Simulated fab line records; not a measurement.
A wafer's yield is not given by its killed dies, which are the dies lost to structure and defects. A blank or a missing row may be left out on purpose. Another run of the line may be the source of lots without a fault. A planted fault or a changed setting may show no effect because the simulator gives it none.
Matching of chambers | flow sky130 | SKY_POLY_GATE_ETCH_15 on rie-diel-04 has 4 sister chambers
The step etches BARC in N2/H2, stops on SiO2, time 118.5 s, target depth 110 nm. 8 wafers are shown with their chamber, then 7 later ones without.

== WAFERS PAIRED WITH THEIR CHAMBERS ==
wafer  | chamber | drypump-motor-current-A (A) | throttle-valve-pct (%)
L836.2 | 1       | 5.7                         | 13.214
L837.3 | 2       | 6.3                         | 13.197
L837.6 | 3       | 6.1                         | 13.221
L840.1 | 3       | 6.2                         | 13.216
L840.5 | 1       | 5.7                         | 13.217
L840.6 | 0       | 5.1                         | 13.201
L843.1 | 0       | 5.1                         | 13.204
L843.2 | 2       | 6.3                         | 13.208

== WAFERS MISSING THEIR CHAMBER ==
wafer  | drypump-motor-current-A (A) | throttle-valve-pct (%)
L843.3 | 5.7                         | 13.202
L844.1 | 5.1                         | 13.218
L844.4 | 6.3                         | 13.194
L844.5 | 6.3                         | 13.200
L845.2 | 5.7                         | 13.210
L845.3 | 6.1                         | 13.228
L845.4 | 6.3                         | 13.210

== WHICH CHAMBER EACH WENT THROUGH ==
wafer  | from the rows above | in truth
L843.3 | 1                   | 1
L844.1 | 0                   | 0
L844.4 | 2                   | 2
L844.5 | 2                   | 2
L845.2 | 1                   | 1
L845.3 | 3                   | 3
L845.4 | 2                   | 2
7 of 7 placed correctly. Not placeable from these rows: 0. 0 placed wrongly.
How it was worked out, from the rows above alone: a wafer's distance from a chamber is the root of the sum, over the readings, of the square of ((its reading less the chamber's mean) divided by the reading's scatter). If the next closest chamber is less than 2 further off than the closest, the wafer can't be placed; otherwise it belongs to the closest. The mean given for a chamber averages the wafers shown for that chamber. The scatter: the root of (the sum of the squares of (reading less its chamber's mean) over the shown wafers, divided by (wafers less chambers)).
